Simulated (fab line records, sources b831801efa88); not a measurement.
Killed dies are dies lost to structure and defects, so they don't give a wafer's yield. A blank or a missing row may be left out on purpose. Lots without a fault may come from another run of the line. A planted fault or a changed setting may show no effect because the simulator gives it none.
A struck lot beside a sound one | flow sfq_line | 41 steps out of a route of 325
Sound: wafers L938.3, L938.4, L938.6. Struck: wafers L942.1, L942.2, L942.4. The cause comes at the end.
At each step with rows: each side's tool, then ch and its chambers, then its first start. Under that, the readings that differ: sound wafers | struck wafers | difference of the means | sigmas: that difference in standard deviations of wafers without a fault.
alike: readings whose means differ by less than 2 such deviations, and words and numbers that are the same on both sides. not compared: withheld readings, readings that some wafer has no value for, bounds like >300 that may hide the same value, and numbers for which the record gives no deviation and whose values overlap.
The two part at a step that has a row with sigmas, a row that says differs or no value, or rows on one side only. Numbers that don't overlap but have no deviation are shown without sigmas and don't part them. A reading that every wafer of one side lacks parts them only if that side has two wafers or more.

first, 2 steps without rows for these wafers: SFQ_TRILAYER_M1_DEP_PRE_CLEAN_038 (time 22.5 s); SFQ_TRILAYER_M1_DEP_SPUTTER_037 (material Nb, target thk 200 nm, time 133.3 s).
SFQ_M1_RS_MEAS_909: measures by four-point-probe.
  sound on film_metro-03, day 24 06:42; struck on film_metro-01, day 25 19:55
  alike: M1_NB_RS
then, 6 steps without rows for these wafers: SFQ_TRILAYER_M1_LITHO_COAT_044 (resist thk 62 nm); SFQ_TRILAYER_M1_LITHO_COAT_039 (resist thk 600 nm); SFQ_TRILAYER_M1_LITHO_SOFTBAKE_043; SFQ_TRILAYER_M1_LITHO_EXPOSE_040 (exposes mask M1, target cd 500 nm); SFQ_TRILAYER_M1_LITHO_PEB_042 (peb time 60 s); SFQ_TRILAYER_M1_LITHO_DEVELOP_041 (time 60 s).
-- the record jumps here: 7 days lie between the struck wafers' starts before and after --
SFQ_M1_OVL_MEAS_911:
  sound on overlay-01, day 30 23:23; struck on overlay-01, day 32 21:18
  alike: M1_OVL
then, 1 step without rows for these wafers: SFQ_TRILAYER_M1_BARC_OPEN_METAL_ETCH_054 (etches BARC in O2, target depth 125 nm, time 41.7 s).
SFQ_TRILAYER_M1_ETCH_METAL_ETCH_042: etches Nb in Cl2/Ar, stops on SiO2, target depth 240 nm, time 120 s.
  sound on rie_metal-02 ch 0,1, day 30 23:30; struck on rie_metal-04 ch 0,1, day 32 21:24
  reading                                             | sound             | struck            | difference | sigmas
  oes_product_au (a.u.)                               | 0.901 0.892 0.884 | 0.798 0.812 0.803 | -0.088     | -12
  model.KrF_of_TRILAYER_M1_LITHO_COAT_039.thk_nm (nm) | 382.1 383.9 384.6 | 429.2 429.9 427.4 | +45.3      |
  model.etch.depth_nm (nm)                            | 199.7 199.8 197.8 | 165 167 164.4     | -34        |
  model.M1.feature_depth_nm (nm)                      | 199.7 199.8 197.8 | 165 167 164.4     | -34        |
  alike: drypump_motor_current_A
  not compared: rf_hours_counter_h
then, 2 steps without rows for these wafers: SFQ_TRILAYER_M1_STRIP_STRIP_043 (strips in O2); SFQ_TRILAYER_M1_STRIP_SOLV_CLEAN_044 (cleans in NMP, time 600 s).
SFQ_TRILAYER_I1_DEP_PECVD_045: deposits SiO2 from SiH4/N2O, time 111.11 s, target thk 500 nm.
  sound on pecvd-03 ch 0,1,2, day 31 00:22; struck on pecvd-01 ch 0,1,2, day 32 22:20
  alike: heater_power_w, throttle_valve_pct
then, 1 step without rows for these wafers: SFQ_TRILAYER_I1_CMP_CMP_046 (polishes SiO2).
SFQ_I1_BOW_MEAS_912:
  sound on film_metro-02, day 31 16:46; struck on film_metro-04, day 33 02:36
  alike: I1_BOW
then, 7 steps without rows for these wafers: SFQ_TRILAYER_I1_METRO_MEASURE_047; SFQ_TRILAYER_I1_VIA_LITHO_COAT_054 (resist thk 62 nm); SFQ_TRILAYER_I1_VIA_LITHO_COAT_049 (resist thk 650 nm); SFQ_TRILAYER_I1_VIA_LITHO_SOFTBAKE_053; SFQ_TRILAYER_I1_VIA_LITHO_EXPOSE_050 (exposes mask I1, target cd 500 nm); SFQ_TRILAYER_I1_VIA_LITHO_PEB_052 (peb time 60 s); SFQ_TRILAYER_I1_VIA_LITHO_DEVELOP_051 (time 60 s).
-- the record jumps here: 6 days lie between the struck wafers' starts before and after --
SFQ_I1_OVL_MEAS_913:
  sound on overlay-01, day 38 04:18; struck on overlay-02, day 39 09:13
  alike: I1_OVL
then, 1 step without rows for these wafers: SFQ_TRILAYER_I1_VIA_BARC_OPEN_VIA_ETCH_071 (etches BARC in O2, target depth 125 nm, time 41.7 s).
SFQ_TRILAYER_I1_VIA_ETCH_VIA_ETCH_052: etches SiO2 in CHF3, stops on Nb, target depth 260 nm.
  sound on rie_diel-04 ch 0,1, day 38 04:22; struck on rie_diel-04 ch 1,2,3, day 39 09:17
  alike: drypump_motor_current_A, oes_product_au
SFQ_TRILAYER_I1_VIA_STRIP_STRIP_053: strips in O2.
  sound on rie_metal-01 ch 0,1, day 38 04:41; struck on rie_metal-01 ch 0,1, day 39 09:24
  alike: drypump_motor_current_A, oes_product_au
  not compared: rf_hours_counter_h
then, 2 steps without rows for these wafers: SFQ_TRILAYER_I1_VIA_STRIP_SOLV_CLEAN_054 (cleans in NMP, time 600 s); SFQ_TRILAYER_M2_DEP_PRE_CLEAN_056 (time 22.5 s).
SFQ_TRILAYER_M2_DEP_SPUTTER_055: material Nb, target thk 200 nm, time 133.3 s.
  sound on pvd_sputter-06, day 38 05:17; struck on pvd_sputter-06, day 39 10:13
  alike: chamber_pressure_pa, throttle_valve_pct
SFQ_M2_RS_MEAS_914: measures by four-point-probe.
  sound on film_metro-02, day 38 05:25; struck on film_metro-02, day 39 10:18
  reading           | sound             | struck            | difference | sigmas
  M2_NB_RS (ohm/sq) | 0.917 0.911 0.920 | 0.893 0.888 0.896 | -0.024     | -2
then, 6 steps without rows for these wafers: SFQ_TRILAYER_M2_LITHO_COAT_062 (resist thk 62 nm); SFQ_TRILAYER_M2_LITHO_COAT_057 (resist thk 600 nm); SFQ_TRILAYER_M2_LITHO_SOFTBAKE_061; SFQ_TRILAYER_M2_LITHO_EXPOSE_058 (exposes mask M2, target cd 500 nm); SFQ_TRILAYER_M2_LITHO_PEB_060 (peb time 60 s); SFQ_TRILAYER_M2_LITHO_DEVELOP_059 (time 60 s).
-- the record jumps here: 6 days lie between the struck wafers' starts before and after --
SFQ_M2_OVL_MEAS_916:
  sound on overlay-01, day 44 16:05; struck on overlay-02, day 45 17:16
  alike: M2_OVL
SFQ_TRILAYER_M2_BARC_OPEN_METAL_ETCH_077: etches BARC in O2, target depth 125 nm, time 41.7 s.
  sound on rie_metal-01 ch 0,1, day 44 16:07; struck on rie_metal-04 ch 0, day 45 17:18
  reading                     | sound       | struck      | difference | sigmas
  drypump_motor_current_A (A) | 5.5 5.9 5.5 | 6.7 6.7 6.7 | +1.1       | +2
  alike: oes_product_au
  not compared: rf_hours_counter_h
-- the record jumps here: 55 days lie between the struck wafers' starts before and after --
SFQ_M8_BOW_MEAS_951:
  sound on film_metro-01, day 96 12:33; struck on film_metro-03, day 101 00:31
  reading                       | sound    | struck | difference | sigmas
  model.etest.m1.comb_log10_ohm | 12 12 12 | 0 0 0  | -12        |
  alike: M8_BOW

WHERE THEY PART
First at SFQ_TRILAYER_M1_ETCH_METAL_ETCH_042; last, within this record, at SFQ_TRILAYER_M2_BARC_OPEN_METAL_ETCH_077. Later steps at which nothing parts them and some readings are alike: SFQ_M8_BOW_MEAS_951.

WHY: what the simulator had put in
Process parameter drift: rie_metal-04, from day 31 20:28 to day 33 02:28, at SFQ_TRILAYER_M1_ETCH_METAL_ETCH_042. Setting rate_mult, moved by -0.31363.
